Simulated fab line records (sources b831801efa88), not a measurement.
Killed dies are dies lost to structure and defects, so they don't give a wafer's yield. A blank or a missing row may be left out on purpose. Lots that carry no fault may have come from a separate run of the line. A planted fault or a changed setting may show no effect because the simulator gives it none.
Struck lot and sound lot, side by side | flow sky130 | 18 steps out of a route of 708
Sound: these wafers, L248.1, L248.2, L248.4. Struck: wafer L255.6 (left out: L255.2, L255.3 of the same lot, which were not struck); the cause appears at the end.
Per side, at each step with rows, come the tool, then ch with its chambers, and then its first start. Under that, the readings that differ: sound wafers | struck wafers | difference of the means | sigmas: that difference in standard deviations of wafers without a fault.
alike: a reading whose means differ by less than 2 such deviations, as well as words and numbers matching on both sides. not compared: withheld readings; readings where some wafer has no value; bounds like >300 that might hide an equal value; numbers whose values overlap and for which the record gives no deviation.
A row with sigmas, a row that says differs or no value, or rows on one side alone: a step with any of these is where the two part. Non-overlapping numbers with no deviation appear without sigmas and do not part them. A reading that every wafer of one side lacks parts them only if that side has two wafers or more.

first, 2 steps without rows for these wafers: SKY_CONTACT_PEB_12; SKY_CONTACT_DEVELOP_13 (develop time 60 s).
SKY_CONTACT_CD_MEAS_14: the cd target is 170 nm.
  sound on cdSem-01 at day 33 16:04; struck on cdSem-01 at day 35 22:29
  alike: cdNm
SKY_CONTACT_OVL_MEAS_15:
  sound on overlay-02 at day 33 16:11; struck on overlay-01 at day 35 22:35
  alike: CONTACT_OVL
SKY_CONTACT_ETCH_16: etches BARC in N2/H2, stops on SiO2, time 45.9 s, target depth 60 nm.
  sound on rieDiel-03 ch 0,1,2, day 33 16:13; struck on rieDiel-04 ch 2, day 35 22:37
  alike: drypumpMotorCurrentA, h2FlowSccm, oesProductAu, throttleValvePct
  not compared: rfHoursCounterH
SKY_CONTACT_ETCH_17: etches SiO2 in C4F8/O2/Ar, stops on Si3N4, target depth 340 nm.
  sound on rieDiel-03 ch 0,1,2, day 33 16:16; struck on rieDiel-04 ch 2, day 35 22:40
  alike: oesProductAu
then, 1 step without rows for these wafers: SKY_CONTACT_ETCH_18 (etches Si3N4 in CHF3/O2, stops on TiN, time 39 s, target depth 75 nm).
SKY_CONTACT_STRIP_19: strips in O2/N2.
  sound on plasmaAsher-02 ch 0,1, day 33 16:21; struck on plasmaAsher-02 ch 0, day 35 22:45
  alike: drypumpMotorCurrentA, oesProductAu, stripTimeToEndpointS
  not compared: rfHoursCounterH
then, 3 steps without rows for these wafers: SKY_CONTACT_STRIP_20 (strips in post etch residue remover, time 1200 s); SKY_CONTACT_CLEAN_21 (cleans in IPA, time 180 s); SKY_CONTACT_CLEAN_22 (cleans in O3/DIW).
SKY_CONTACT_SPUTTER_23: material TiN, target thk 20 nm, time 80 s.
  sound on pvdSputter-01 at day 33 16:57; struck on pvdSputter-01 at day 35 23:21
  alike: throttleValvePct
SKY_CONTACT_CVD_24: deposits W, target thk 340 nm, time 102.12 s.
  sound on cvdW-01 ch 0,1, day 33 17:01; struck on cvdW-02 ch 1, day 35 23:25
reading                              | sound             | struck | difference | sigmas
model.W_of_CONTACT_CVD_24.thkNm (nm) | 350.9 348.9 347.3 | 256.8  | -92.2      | 
  alike: heaterPowerW
SKY_CONTACT_RS_MEAS_25: a four-point-probe measurement.
  sound on filmMetro-01 at day 33 17:07; struck on filmMetro-03 at day 35 23:50
reading               | sound             | struck | difference | sigmas
CONTACT_W_RS (ohm/sq) | 0.327 0.329 0.330 | 0.450  | +0.121     | +37
  not compared: hold
SKY_CONTACT_THK_MEAS_26: measures by xrf.
  sound on filmMetro-01 at day 33 17:14; struck on filmMetro-03 at day 36 01:56
reading            | sound       | struck | difference | sigmas
CONTACT_W_THK (nm) | 346 347 345 | 255    | -91        | -18
  not compared: hold
SKY_CONTACT_CMP_27: polishes, stops on SiO2, t overpolish 15 s, target thk 0 nm.
  sound on cmp-01 ch 0,1,3, day 33 17:18; struck on cmp-02 ch 3, day 36 04:48
reading             | sound          | struck                  | difference                   | sigmas
hold                | - - -          | awaitDispo/2.5h/release | no value on the sound wafers | 
timeToEndpointS (s) | 82.4 83.6 81.4 | 61.4                    | -21.1                        | -9
  alike: motorCurrentA, slurryFilterDpKPa
SKY_METAL1_SPUTTER_00: material Ti, target thk 15 nm, time 10 s.
  sound on pvdSputter-02 at day 33 17:36; struck on pvdSputter-03 at day 36 05:00
  alike: throttleValvePct
SKY_PAD_OPEN_PROBE_99:
  sound wafers here have rows in the record (prober-02, day 47 11:47); struck ones have none

== WHERE THEY PART ==
Last at SKY_PAD_OPEN_PROBE_99 as far as this record goes, first at SKY_CONTACT_RS_MEAS_25.

WHY: what the simulator had put in
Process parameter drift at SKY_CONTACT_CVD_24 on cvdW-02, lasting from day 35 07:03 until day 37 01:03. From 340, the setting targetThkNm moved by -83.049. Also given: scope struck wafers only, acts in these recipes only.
